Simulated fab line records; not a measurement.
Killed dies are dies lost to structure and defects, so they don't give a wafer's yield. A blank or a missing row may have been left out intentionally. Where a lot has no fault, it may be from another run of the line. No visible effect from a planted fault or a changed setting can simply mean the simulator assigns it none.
Which tool did it? :: flow gf180mcu :: 6 lots, 18 wafers sampled, at 3 steps of a route of 602

## WHAT THE GAUGES SHOWED, per wafer
GF_PSD_CD_MEAS_07: target cd 400 nm.
lot: L889
measured: day 14 04:01
on: cd_sem-02
cd_nm (nm): 400.8 398.8 397.4

lot: L891
measured: day 15 18:26
on: cd_sem-01
cd_nm (nm): 402.2 400.5 402.7

lot: L897
measured: day 18 00:20
on: cd_sem-02
cd_nm (nm): 397.5 398.7 397.6

lot: L899
measured: day 18 10:16
on: cd_sem-02
cd_nm (nm): 397.4 398.4 396.9

lot: L902
measured: day 19 06:37
on: cd_sem-01
cd_nm (nm): 415.0 415.2 416.1

lot: L910
measured: day 21 21:46
on: cd_sem-02
cd_nm (nm): 400.4 402.3 404.1

## WHAT TOOL EACH LOT RAN ON (gives the tool, then ch and the chambers of the sampled wafers, and finally the start)
lot: L889
GF_HV_LDD_ETCHBACK_58: rie_diel-02 ch 1,2,3, day 12 12:11
GF_PSD_DEVELOP_06: litho_track-01 ch 0, day 14 03:52

lot: L891
GF_HV_LDD_ETCHBACK_58: rie_diel-02 ch 1,2,3, day 13 23:35
GF_PSD_DEVELOP_06: litho_track-03 ch 0, day 15 18:17

lot: L897
GF_HV_LDD_ETCHBACK_58: rie_diel-02 ch 0,2,3, day 16 02:05
GF_PSD_DEVELOP_06: litho_track-01 ch 0, day 18 00:12

lot: L899
GF_HV_LDD_ETCHBACK_58: rie_diel-02 ch 1,3, day 16 13:06
GF_PSD_DEVELOP_06: litho_track-03 ch 0, day 18 10:07

lot: L902
GF_HV_LDD_ETCHBACK_58: rie_diel-02 ch 0,1, day 17 07:08
GF_PSD_DEVELOP_06: litho_track-03 ch 0, day 19 06:28

lot: L910
GF_HV_LDD_ETCHBACK_58: rie_diel-04 ch 1,2,3, day 19 21:19
GF_PSD_DEVELOP_06: litho_track-04 ch 0, day 21 21:38
- GF_HV_LDD_ETCHBACK_58: etches Si3N4 in CH3F/O2, stops on SiO2, time 100 s, target depth 90 nm.
- GF_PSD_DEVELOP_06: develop time 60 s.

## THE ANSWER, worked out from the rows above alone
Rule: the lots themselves supply what counts as usual. The widest of any qualifying gaps counts: lots, ordered by their means at a reading, are off when they make up no more than a third of the lots, leave a main group of 4 or more, and stand apart from it by 3 or more times the standard deviation of that group's means. A main group is skipped when, at the precision printed for the reading in the tables above, its means are all equal. A lot without any number at a reading at which 4 lots or more have one is off too. Where the step has rows for the other lots, those lots are counted as sound.
Off, at GF_PSD_CD_MEAS_07 on cd_nm: L902. The main group has a mean of 399.7 nm with a standard deviation of 2.
If a tool, at a process step before that reading, ran all the lots that are off and no sound lot after the first of them, it fits. Gauges at GF_PSD_CD_MEAS_07: tried the same way as those tools. Can't be told from this: 3 tools fit, rie_diel-02 at GF_HV_LDD_ETCHBACK_58, litho_track-03 at GF_PSD_DEVELOP_06, cd_sem-01 at GF_PSD_CD_MEAS_07.

## WHAT HAD BEEN PUT IN BY THE SIMULATOR
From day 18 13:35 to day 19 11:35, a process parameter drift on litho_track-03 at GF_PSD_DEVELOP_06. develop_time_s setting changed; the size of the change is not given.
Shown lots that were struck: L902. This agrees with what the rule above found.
